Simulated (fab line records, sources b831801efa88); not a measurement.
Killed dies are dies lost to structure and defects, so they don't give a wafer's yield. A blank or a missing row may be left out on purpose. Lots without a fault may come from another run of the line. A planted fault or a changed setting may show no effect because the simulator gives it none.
fab line records | flow gf180mcu | part 1 of 2: steps 1 to 30 of 41
record lots=5 wafers=15 last_day=34
route steps=602 shown PSD@254 NSD@262 SAB@264 SALICIDE@278 CONTACT@287
lots that met no fault: from a run of the same line without faults
start_h: hours from the record's first day to the start of the lot's first wafer shown | wait_h: hours since the lot's step before | " the same as in the row above | L1.1+2: a row that stands for several wafers | - no value, or no start given | * or withheld: withheld | < > ~ a bound
route shown NAME@n: a module of which the file shows steps, and the number in the route of the first | usual: mean/standard deviation of fault-free wafers | same: alike in all rows | chamber/n: place in a boat | sites: the reading at each site | _std_site: their standard deviation | _edge_site: outer sites' mean less inner sites' | radius_mm: how far each site lies from the wafer's centre | mask NAME#n: copy n | behind: the tool/chamber that last shaped the wafer | hold: why the lot was held/for how many hours/how that ended | device: the transistor (n, p or np) that didn't switch | end of line: the same wafers' tests at the end of the route | a step without rows: its recipe alone | killed: dies lost to structure and defects at the first sort, not the wafer's yield | map: a wafer's dies, x killed, . not, _ none there
set.NAME: the setting as run; set.NAME@STEP: as run at that earlier step | model.NAME: the simulator's own value behind a step, which no gauge read
lots at some steps of the route; a table a step, a row a wafer
services: from which hour (start_h, from the record's first day; less than 0 if before it) a tool's chamber was out of use, for how many hours, and why
## steps
# step GF_PSD_DEVELOP_06
# recipe develop_time_s=60 dev_temp_c=23
# same develop_time_s=60
# columns lot.wafer tool chamber start_h wait_h
L074.2+4+5 litho_track-03 0 314.14 0.1
L083.1+2+4 litho_track-01 0 392.75 0.1
L089.2+4+5 litho_track-01 0 442.77 0.1
L091.2+4+5 litho_track-04 0 463.88 0.1
L095.2+3+6 litho_track-04 0 493.07 0.1
# step GF_PSD_CD_MEAS_07
# recipe target_cd_nm=400
# usual cd_nm=400.6/1.9
# columns lot.wafer tool chamber start_h wait_h cd_nm
L074.2 cd_sem-01 - 314.28 0.1 399.5
L074.4 " - " " 399.5
L074.5 " - " " 401.3
L083.1 cd_sem-02 - 392.90 0.1 399.9
L083.2 " - " " 399.5
L083.4 " - " " 398.7
L089.2 cd_sem-02 - 442.92 0.1 400.7
L089.4 " - " " 402.1
L089.5 " - " " 403.4
L091.2 cd_sem-01 - 464.02 0.1 401.4
L091.4 " - " " 402.3
L091.5 " - " " 400.2
L095.2 cd_sem-02 - 493.22 0.1 395.9
L095.3 " - " " 399.9
L095.6 " - " " 396.0
# step GF_PSD_OVL_MEAS_08
# usual PSD_OVL=-0.1/1.6
# columns lot.wafer tool chamber start_h wait_h PSD_OVL[nm]
L074.2 overlay-01 - 314.39 0.1 0.0
L074.4 " - " " 0.4
L074.5 " - " " -0.8
L083.1 overlay-01 - 393.02 0.1 -0.4
L083.2 " - " " 2.6
L083.4 " - " " 0.6
L089.2 overlay-01 - 443.02 0.1 -1.7
L089.4 " - " " -1.9
L089.5 " - " " -1.8
L091.2 overlay-02 - 464.13 0.1 -0.5
L091.4 " - " " -0.5
L091.5 " - " " 0.8
L095.2 overlay-02 - 493.33 0.1 2.2
L095.3 " - " " 0.9
L095.6 " - " " 2.4
# step GF_PSD_IMPLANT_09
# recipe species=BF2 energy_kev=40 dose_cm2=1.5e+15 tilt_deg=7
# same implant_ion_amu=49
# columns lot.wafer tool chamber start_h wait_h
L074.2+4+5 implanter-02 0 314.44 0.0
L083.1+2+4 implanter-02 0 393.05 0.0
L089.2+4+5 implanter-02 0 443.08 0.0
L091.2+4+5 implanter-02 0 464.18 0.0
L095.2+3+6 implanter-02 0 493.38 0.0
# step GF_PSD_STRIP_10
# recipe chemistry=O2/N2 power_w=1400 pressure_mtorr=1500 platen_temp_c=250 o2_flow_sccm=3000 n2_flow_sccm=300 overash_fraction=0.5
# usual drypump_motor_current_A=5.5/0.44 heater_power_w=335/23 oes_product_au=0.592/0.0045 strip_time_to_endpoint_s=16.51/0.032
# columns lot.wafer tool chamber start_h wait_h drypump_motor_current_A heater_power_w oes_product_au rf_hours_counter_h strip_time_to_endpoint_s
L074.2 plasma_asher-03 0 314.57 0.1 5.7 322 0.592 64 16.55
L074.4 " 1 " " 5.1 375 0.579 - 16.48
L074.5 " 1 " " 5.2 377 0.588 - 16.56
L083.1 plasma_asher-04 1 393.20 0.1 4.7 333 0.592 75 16.51
L083.2 " 0 " " 5.8 358 0.598 75 16.51
L083.4 " 0 " " 5.8 366 0.597 - 16.47
L089.2 plasma_asher-03 0 443.20 0.1 5.8 317 0.591 1 16.53
L089.4 " 0 " " 5.7 318 0.594 - 16.52
L089.5 " 0 " " 5.7 314 0.584 - 16.52
L091.2 plasma_asher-03 1 464.31 0.1 5.1 355 0.602 3 16.48
L091.4 " 0 " " 5.7 318 0.587 - 16.51
L091.5 " 1 " " 5.2 356 0.583 - 16.52
L095.2 plasma_asher-03 1 493.51 0.1 5.2 349 0.594 7 16.51
L095.3 " 1 " " 5.1 355 0.593 - 16.50
L095.6 " 0 " " 5.7 320 0.592 - 16.50
# step GF_PSD_TW_MEAS_11
# usual PSD_TW=3160/23
# columns lot.wafer tool chamber start_h wait_h PSD_TW
L074.2 film_metro-03 - 314.68 0.1 3195
L074.4 " - " " 3191
L074.5 " - " " 3196
L083.1 film_metro-02 - 393.30 0.1 3132
L083.2 " - " " 3146
L083.4 " - " " 3148
L089.2 film_metro-02 - 443.31 0.1 3141
L089.4 " - " " 3135
L089.5 " - " " 3130
L091.2 film_metro-01 - 464.42 0.1 3170
L091.4 " - " " 3160
L091.5 " - " " 3166
L095.2 film_metro-01 - 493.62 0.1 3145
L095.3 " - " " 3139
L095.6 " - " " 3158
# step GF_PSD_CLEAN_12
# recipe chemistry=SC1/SC2 mix=1:4:20 temp_c=70 time_s=150 dry=n2_spin
# columns lot.wafer tool chamber start_h wait_h
L074.2+4+5 wet_bench-01 3 314.73 0.0
L083.1+2+4 wet_bench-04 0 393.36 0.1
L089.2+4+5 wet_bench-04 3 443.36 0.0
L091.2+4+5 wet_bench-01 3 464.47 0.0
L095.2+3+6 wet_bench-04 0 493.67 0.0
# step GF_PSD_RTA_13
# recipe temp_c=1025 time_s=20 ambient=N2
# usual lamp_power_pct=30.8/0.57 wafer_temp_C_max=1030.5/1.5
# columns lot.wafer tool chamber start_h wait_h lamp_power_pct wafer_temp_C_max
L074.2 rtp_anneal-01 0 314.80 0.0 29.9 1034.8
L074.4 " 0 " " 29.8 1031.7
L074.5 " 0 " " 29.9 1031.3
L083.1 rtp_anneal-01 0 393.42 0.0 29.8 1033.9
L083.2 " 0 " " 29.8 1031.3
L083.4 " 0 " " 29.9 1031.5
L089.2 rtp_anneal-02 0 443.47 0.0 31.2 1028.9
L089.4 " 0 " " 31.2 1029.7
L089.5 " 0 " " 31.2 1029.0
L091.2 rtp_anneal-02 0 464.53 0.0 31.1 1028.8
L091.4 " 0 " " 31.1 1030.0
L091.5 " 0 " " 31.2 1029.5
L095.2 rtp_anneal-01 0 493.74 0.0 29.9 1031.9
L095.3 " 0 " " 29.8 1031.6
L095.6 " 0 " " 29.9 1032.2
# step GF_PSD_RS_MEAS_14
# recipe thk_meas_gauge=four-point-probe
# usual NSD_RS=46.14/0.074
# columns lot.wafer tool chamber start_h wait_h NSD_RS[ohm/sq]
L074.2 film_metro-02 - 314.96 0.1 46.11
L074.4 " - " " 46.12
L074.5 " - " " 46.13
L083.1 film_metro-02 - 393.75 0.3 46.13
L083.2 " - " " 46.15
L083.4 " - " " 46.14
L089.2 film_metro-01 - 443.56 0.1 46.14
L089.4 " - " " 46.16
L089.5 " - " " 46.12
L091.2 film_metro-02 - 464.62 0.1 46.26
L091.4 " - " " 46.21
L091.5 " - " " 46.30
L095.2 film_metro-03 - 493.85 0.1 46.17
L095.3 " - " " 46.12
L095.6 " - " " 46.15
# step GF_PSD_RS_MEAS_15
# recipe thk_meas_gauge=four-point-probe
# usual PSD_RS=108.62/0.26
# columns lot.wafer tool chamber start_h wait_h PSD_RS[ohm/sq]
L074.2 film_metro-02 - 315.08 0.1 108.27
L074.4 " - " " 108.28
L074.5 " - " " 108.28
L083.1 film_metro-02 - 393.87 0.1 108.88
L083.2 " - " " 108.54
L083.4 " - " " 108.61
L089.2 film_metro-01 - 443.68 0.1 108.30
L089.4 " - " " 108.10
L089.5 " - " " 108.26
L091.2 film_metro-02 - 464.74 0.1 108.84
L091.4 " - " " 108.73
L091.5 " - " " 108.81
L095.2 film_metro-03 - 493.97 0.1 108.83
L095.3 " - " " 108.64
L095.6 " - " " 108.66
# step GF_SAB_CVD_00
# recipe material=SiO2 target_thk_nm=50 precursor=TEOS temp_c=400 time_s=4.9302 rf_w=600
# usual heater_power_w=699/110
# columns lot.wafer tool chamber start_h wait_h heater_power_w since_wet_clean_h
L074.2 pecvd-01 1 315.18 0.1 583 141
L074.4 " 0 " " 547 -
L074.5 " 1 " " 593 -
L083.1 pecvd-03 1 393.99 0.1 628 636
L083.2 " 0 " " 723 636
L083.4 " 1 " " 651 -
L089.2 pecvd-03 2 443.78 0.1 827 686
L089.4 " 1 " " 719 -
L089.5 " 2 " " 812 -
L091.2 pecvd-02 1 464.84 0.1 683 498
L091.4 " 2 " " 578 -
L091.5 " 0 " " 862 -
L095.2 pecvd-03 0 494.07 0.1 762 736
L095.3 " 1 " " 713 736
L095.6 " 0 " " 764 -
# step GF_SAB_THK_MEAS_01
# recipe reads=SiO2_of_SAB_CVD_00
# usual SAB_CVD_00_THK=49.9/0.62
# columns lot.wafer tool chamber start_h wait_h SAB_CVD_00_THK[nm]
L074.2 film_metro-01 - 315.21 0.0 50.2
L074.4 " - " " 50.3
L074.5 " - " " 50.6
L083.1 film_metro-01 - 394.01 0.0 49.0
L083.2 " - " " 49.3
L083.4 " - " " 48.9
L089.2 film_metro-04 - 443.81 0.0 49.9
L089.4 " - " " 50.5
L089.5 " - " " 50.7
L091.2 film_metro-02 - 464.87 0.0 50.1
L091.4 " - " " 50.3
L091.5 " - " " 50.1
L095.2 film_metro-04 - 494.10 0.0 49.4
L095.3 " - " " 49.5
L095.6 " - " " 49.4
# step GF_SAB_DEHYDRATE_02
# recipe temp_c=200 time_s=60
# columns lot.wafer tool chamber start_h wait_h
L074.2+4+5 litho_track-01 0 324.87 9.6
L083.1+2+4 litho_track-01 0 405.20 11.2
L089.2+4+5 litho_track-02 0 455.02 11.2
L091.2+4+5 litho_track-03 0 475.68 10.8
L095.2+3+6 litho_track-03 0 505.23 11.1
# step GF_SAB_HMDS_03
# recipe prime_time_s=60 prime_temp_c=120
# columns lot.wafer tool chamber start_h wait_h
L074.2+4+5 litho_track-01 0 325.02 0.1
L083.1+2+4 litho_track-01 0 405.35 0.1
L089.2+4+5 litho_track-02 0 455.17 0.1
L091.2+4+5 litho_track-03 0 475.83 0.1
L095.2+3+6 litho_track-03 0 505.38 0.1
# step GF_SAB_COAT_04
# recipe resist=NOVOLAK spin_rpm=3000 resist_thk_nm=1000
# columns lot.wafer tool chamber start_h wait_h
L074.2+4+5 litho_track-01 0 325.17 0.1
L083.1+2+4 litho_track-01 0 405.50 0.1
L089.2+4+5 litho_track-02 0 455.32 0.1
L091.2+4+5 litho_track-03 0 475.98 0.1
L095.2+3+6 litho_track-03 0 505.53 0.1
# step GF_SAB_SOFTBAKE_05
# recipe temp_c=90 time_s=60 resist=NOVOLAK
# columns lot.wafer tool chamber start_h wait_h
L074.2+4+5 litho_track-01 0 325.32 0.1
L083.1+2+4 litho_track-01 0 405.65 0.1
L089.2+4+5 litho_track-02 0 455.47 0.1
L091.2+4+5 litho_track-03 0 476.13 0.1
L095.2+3+6 litho_track-03 0 505.68 0.1
# step GF_SAB_EXPOSE_06
# recipe mask_id=SAB target_cd_nm=420 na=0.6 source_shape=conventional sigma_outer=0.6 dose_mj=140
# usual stage_vel_mm_s=500.00/0.24
# columns lot.wafer tool chamber start_h wait_h mask stage_vel_mm_s
L074.2 iline_stepper-01 0 - - SAB#0 499.73
L074.4 " 0 " " SAB#0 500.15
L074.5 " 0 " " SAB#0 499.99
L083.1 iline_stepper-02 0 - - SAB#0 500.35
L083.2 " 0 " " SAB#0 500.27
L083.4 " 0 " " SAB#0 500.17
L089.2 iline_stepper-02 0 - - SAB#0 500.14
L089.4 " 0 " " SAB#0 499.98
L089.5 " 0 " " SAB#0 499.81
L091.2 iline_stepper-01 0 - - SAB#0 500.30
L091.4 " 0 " " SAB#0 500.12
L091.5 " 0 " " SAB#0 499.93
L095.2 iline_stepper-02 0 - - SAB#0 499.72
L095.3 " 0 " " SAB#0 499.96
L095.6 " 0 " " SAB#0 499.84
# step GF_SAB_PEB_07
# recipe temp_c=withheld time_s=* resist=NOVOLAK
# columns lot.wafer tool chamber start_h wait_h
L074.2+4+5 litho_track-01 0 - -
L083.1+2+4 litho_track-01 0 - -
L089.2+4+5 litho_track-03 0 - -
L091.2+4+5 litho_track-03 0 - -
L095.2+3+6 litho_track-01 0 - -
# step GF_SAB_DEVELOP_08
# recipe develop_time_s=60 dev_temp_c=23
# same develop_time_s=60
# columns lot.wafer tool chamber start_h wait_h
L074.2+4+5 litho_track-01 0 335.72 0.1
L083.1+2+4 litho_track-01 0 417.05 0.1
L089.2+4+5 litho_track-03 0 467.38 0.1
L091.2+4+5 litho_track-03 0 488.08 0.1
L095.2+3+6 litho_track-01 0 517.27 0.1
# step GF_SAB_CD_MEAS_09
# recipe target_cd_nm=420
# usual cd_nm=420.4/1.7
# columns lot.wafer tool chamber start_h wait_h cd_nm
L074.2 cd_sem-01 - 335.87 0.1 422.5
L074.4 " - " " 420.1
L074.5 " - " " 420.9
L083.1 cd_sem-02 - 417.20 0.1 423.8
L083.2 " - " " 420.5
L083.4 " - " " 422.4
L089.2 cd_sem-02 - 467.53 0.1 421.3
L089.4 " - " " 421.1
L089.5 " - " " 421.4
L091.2 cd_sem-02 - 488.23 0.1 422.1
L091.4 " - " " 420.3
L091.5 " - " " 420.2
L095.2 cd_sem-02 - 517.41 0.1 422.2
L095.3 " - " " 420.9
L095.6 " - " " 420.7
# step GF_SAB_OVL_MEAS_10
# usual SAB_OVL=-0.4/1.4
# columns lot.wafer tool chamber start_h wait_h SAB_OVL[nm]
L074.2 overlay-02 - 335.97 0.1 -1.7
L074.4 " - " " 0.5
L074.5 " - " " 0.2
L083.1 overlay-02 - 417.32 0.1 -2.4
L083.2 " - " " -1.4
L083.4 " - " " -1.2
L089.2 overlay-01 - 467.63 0.1 -0.7
L089.4 " - " " 0.3
L089.5 " - " " -1.0
L091.2 overlay-01 - 488.33 0.1 -1.3
L091.4 " - " " -0.9
L091.5 " - " " -0.5
L095.2 overlay-02 - 517.52 0.1 2.4
L095.3 " - " " 2.5
L095.6 " - " " 2.2
# step GF_SAB_ETCH_11
# recipe chemistry=C4F8/O2/Ar mask_material=NOVOLAK target=SiO2 target_depth_nm=55 source_w=1500 bias_w=1200 pressure_mtorr=40 c4f8_flow_sccm=withheld O2_flow_sccm=6 Ar_flow_sccm=300 time_s=8.5
# usual oes_product_au=0.995/0.01
# columns lot.wafer tool chamber start_h wait_h oes_product_au rf_hours_counter_h
L074.2 rie_diel-01 3 336.00 0.0 0.979 5
L074.4 " 0 " " 0.978 41
L074.5 " 3 " " 0.993 -
L083.1 rie_diel-04 0 417.35 0.0 0.988 5
L083.2 " 1 " " 0.985 11
L083.4 " 3 " " 1.002 14
L089.2 rie_diel-04 2 467.66 0.0 1.002 65
L089.4 " 3 " " 1.006 15
L089.5 " 0 " " 0.993 -
L091.2 rie_diel-02 3 488.36 0.0 1.000 10
L091.4 " 1 " " 1.001 23
L091.5 " 0 " " 0.989 -
L095.2 rie_diel-02 2 517.55 0.0 0.989 24
L095.3 " 3 " " 0.998 11
L095.6 " 2 " " 0.981 -
# step GF_SAB_WET_ETCH_12
# recipe chemistry=dHF target_depth_nm=22 dry=n2_spin target=SiO2 temp_c=25 dilution=100:1 time_s=440
# columns lot.wafer tool chamber start_h wait_h
L074.2+4+5 wet_bench-03 3 336.02 0.0
L083.1+2+4 wet_bench-02 1 417.37 0.0
L089.2+4+5 wet_bench-03 2 467.69 0.0
L091.2+4+5 wet_bench-02 0 488.39 0.0
L095.2+3+6 wet_bench-01 0 517.57 0.0
# step GF_SAB_STRIP_13
# recipe chemistry=O2/N2 power_w=1400 pressure_mtorr=1500 platen_temp_c=250 o2_flow_sccm=3000 n2_flow_sccm=300 overash_fraction=0.5
# usual drypump_motor_current_A=5.7/0.37 heater_power_w=335/23 oes_product_au=0.709/0.0046 strip_time_to_endpoint_s=12.60/0.036
# columns lot.wafer tool chamber start_h wait_h drypump_motor_current_A heater_power_w oes_product_au rf_hours_counter_h strip_time_to_endpoint_s
L074.2 plasma_asher-02 1 336.17 0.0 5.7 325 0.709 23 12.58
L074.4 " 0 " " 6.3 300 0.709 - 12.57
L074.5 " 0 " " 6.3 301 0.714 - 12.56
L083.1 plasma_asher-02 1 417.63 0.0 5.7 333 0.708 32 12.60
L083.2 " 0 " " 6.2 303 0.713 32 12.60
L083.4 " 0 " " 6.2 294 0.709 - 12.58
L089.2 plasma_asher-02 0 467.82 0.0 6.3 291 0.712 37 12.61
L089.4 " 0 " " 6.3 297 0.709 - 12.62
L089.5 " 1 " " 5.7 321 0.708 - 12.61
L091.2 plasma_asher-01 0 488.52 0.0 6.0 360 0.717 69 12.60
L091.4 " 0 " " 6.0 350 0.718 - 12.60
L091.5 " 0 " " 6.0 344 0.704 - 12.63
L095.2 plasma_asher-03 1 517.70 0.0 5.1 360 0.709 10 12.58
L095.3 " 1 " " 5.1 349 0.712 - 12.61
L095.6 " 1 " " 5.1 362 0.716 - 12.60
# step GF_SALICIDE_CLEAN_00
# recipe chemistry=SC1/SC2 mix=1:4:20 temp_c=70 time_s=150
# columns lot.wafer tool chamber start_h wait_h
L074.2+4+5 wet_bench-01 2 336.27 0.1
L083.1+2+4 wet_bench-02 0 417.73 0.1
L089.2+4+5 wet_bench-02 3 467.92 0.1
L091.2+4+5 wet_bench-04 3 488.62 0.1
L095.2+3+6 wet_bench-04 2 517.80 0.1
# step GF_SALICIDE_WET_ETCH_01
# recipe chemistry=dHF target_depth_nm=5 dry=ipa_marangoni target=SiO2 temp_c=25 dilution=100:1 time_s=100
# columns lot.wafer tool chamber start_h wait_h
L074.2+4+5 wet_bench-02 0 336.32 0.0
L083.1+2+4 wet_bench-04 0 417.83 0.0
L089.2+4+5 wet_bench-04 3 467.97 0.0
L091.2+4+5 wet_bench-01 3 488.68 0.0
L095.2+3+6 wet_bench-01 3 517.85 0.0
# step GF_SALICIDE_SPUTTER_02
# recipe material=Co target_thk_nm=10 power_w=1000 time_s=20 chamber_pressure_pa=0.4
# usual chamber_pressure_pa=0.4001/0.00083 throttle_valve_pct=29.9/1.2
# columns lot.wafer tool chamber start_h wait_h chamber_pressure_pa throttle_valve_pct
L074.2 pvd_sputter-04 - 336.35 0.0 0.4003 30.0
L074.4 " - " " 0.4005 30.0
L074.5 " - " " 0.3986 30.0
L083.1 pvd_sputter-02 - 417.87 0.0 0.3989 27.4
L083.2 " - " " 0.4012 31.8
L083.4 " - " " 0.4008 30.0
L089.2 pvd_sputter-02 - 468.01 0.0 0.4012 29.5
L089.4 " - " " 0.3995 29.9
L089.5 " - " " 0.3988 31.6
L091.2 pvd_sputter-01 - 488.72 0.0 0.4005 30.0
L091.4 " - " " 0.3989 30.6
L091.5 " - " " 0.4002 29.4
L095.2 pvd_sputter-01 - 517.89 0.0 0.4010 29.3
L095.3 " - " " 0.4011 29.8
L095.6 " - " " 0.4003 29.5
# step GF_SALICIDE_SPUTTER_03
# recipe material=TiN target_thk_nm=20 power_w=6500 time_s=16.7 chamber_pressure_pa=0.4
# usual chamber_pressure_pa=0.3999/0.00072 throttle_valve_pct=29.9/1.2
# columns lot.wafer tool chamber start_h wait_h chamber_pressure_pa throttle_valve_pct
L074.2 pvd_sputter-04 - 336.38 0.0 0.3992 30.1
L074.4 " - " " 0.4006 29.6
L074.5 " - " " 0.4006 30.0
L083.1 pvd_sputter-02 - 417.90 0.0 0.3991 27.5
L083.2 " - " " 0.3997 31.6
L083.4 " - " " 0.4008 29.9
L089.2 pvd_sputter-02 - 468.04 0.0 0.4001 29.9
L089.4 " - " " 0.3990 29.9
L089.5 " - " " 0.4002 31.9
L091.2 pvd_sputter-01 - 488.75 0.0 0.3992 29.8
L091.4 " - " " 0.4008 30.6
L091.5 " - " " 0.4002 29.9
L095.2 pvd_sputter-01 - 517.92 0.0 0.4004 29.8
L095.3 " - " " 0.3998 30.0
L095.6 " - " " 0.3995 29.8
# step GF_SALICIDE_RS_MEAS_04
# recipe thk_meas_gauge=four-point-probe reads=TiN_of_SALICIDE_SPUTTER_03+Co_of_SALICIDE_SPUTTER_02
# usual SALICIDE_TIN_RS=16.29/0.27
# columns lot.wafer tool chamber start_h wait_h SALICIDE_TIN_RS[ohm/sq]
L074.2 film_metro-02 - 336.43 0.0 16.06
L074.4 " - " " 16.07
L074.5 " - " " 16.10
L083.1 film_metro-04 - 417.92 0.0 16.01
L083.2 " - " " 15.77
L083.4 " - " " 16.08
L089.2 film_metro-04 - 468.08 0.0 16.31
L089.4 " - " " 16.54
L089.5 " - " " 16.19
L091.2 film_metro-03 - 488.79 0.0 16.25
L091.4 " - " " 16.75
L091.5 " - " " 16.20
L095.2 film_metro-03 - 517.96 0.0 16.65
L095.3 " - " " 16.67
L095.6 " - " " 16.29
# step GF_SALICIDE_THK_MEAS_05
# recipe thk_meas_gauge=xrf reads=TiN_of_SALICIDE_SPUTTER_03
# usual SALICIDE_TIN_THK=20.14/0.26
# columns lot.wafer tool chamber start_h wait_h SALICIDE_TIN_THK[nm]
L074.2 film_metro-02 - 336.54 0.1 19.84
L074.4 " - " " 19.69
L074.5 " - " " 19.89
L083.1 film_metro-04 - 418.04 0.1 20.73
L083.2 " - " " 20.30
L083.4 " - " " 20.53
L089.2 film_metro-04 - 468.19 0.1 20.45
L089.4 " - " " 20.48
L089.5 " - " " 20.10
L091.2 film_metro-03 - 488.90 0.1 19.99
L091.4 " - " " 20.12
L091.5 " - " " 20.20
L095.2 film_metro-03 - 518.07 0.1 20.02
L095.3 " - " " 19.93
L095.6 " - " " 19.85
